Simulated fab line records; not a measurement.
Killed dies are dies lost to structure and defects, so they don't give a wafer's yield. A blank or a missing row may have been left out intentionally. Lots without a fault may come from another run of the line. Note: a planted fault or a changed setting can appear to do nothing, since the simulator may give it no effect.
A single fault, viewed from 2 desks | flow gf180mcu | each desk holds nothing but its own numbers, with what lay behind them at the end

THE TOOL OWNER'S DESK: rieDiel-03
The tool's own readings at GF_CONTACT_ETCH_17 (etches SiO2 in C4F8/O2/Ar, stops on CoSi2, target depth 860 nm): means of the sampled wafers that have a number, for each lot that ran on this tool. A lot is out of limits, marked OUT, if its mean lies more than 4 standard deviations from the usual mean; the brackets give that distance.
Columns: A = oesProductAu at GF_CONTACT_ETCH_17, usual 0.816 a.u.
lot  | first seen here | A
L808 | day 17 00:00    | 0.818
L810 | day 17 12:00    | 0.819
L813 | day 18 16:00    | 0.814
L821 | day 21 17:00    | 0.817
L824 | day 22 19:00    | 0.814
L827 | day 23 12:00    | 0.817
This desk found nothing out of limits on any of the 6 lots.

THE METROLOGY DESK
What the gauges read, lot by lot, whatever tool the lot ran on: means of the sampled wafers that have a number. A lot is out of limits, marked OUT, if its mean lies more than 4 standard deviations from the usual mean; the brackets give that distance.
Columns: A = CONTACT_CVD_02_THK at GF_CONTACT_THK_MEAS_03, usual 858 nm; B = CONTACT_OVL at GF_CONTACT_OVL_MEAS_15, usual 4 nm
lot  | first seen here | A   | B
L807 | day 15 07:29    | 861 | -1
L808 | day 16 01:14    | 850 | 6
L810 | day 16 12:58    | 854 | 9
L811 | day 16 21:41    | 838 | -1
L813 | day 17 17:05    | 868 | 9
L814 | day 17 22:56    | 870 | -2
L815 | day 18 10:47    | 848 | 0
L816 | day 18 22:22    | 854 | 1
L817 | day 19 07:55    | 843 | 5
L819 | day 20 04:19    | 862 | 1
L821 | day 20 17:40    | 853 | 9
L824 | day 21 19:36    | 854 | 4
L827 | day 22 13:23    | 857 | 6
This desk found nothing out of limits on any of the 13 lots.

PUT TOGETHER
Nothing out of limits was seen by the tool owner's desk.
Metrology desk: nothing out of limits seen.

WHAT THE SIMULATOR HAD PUT IN
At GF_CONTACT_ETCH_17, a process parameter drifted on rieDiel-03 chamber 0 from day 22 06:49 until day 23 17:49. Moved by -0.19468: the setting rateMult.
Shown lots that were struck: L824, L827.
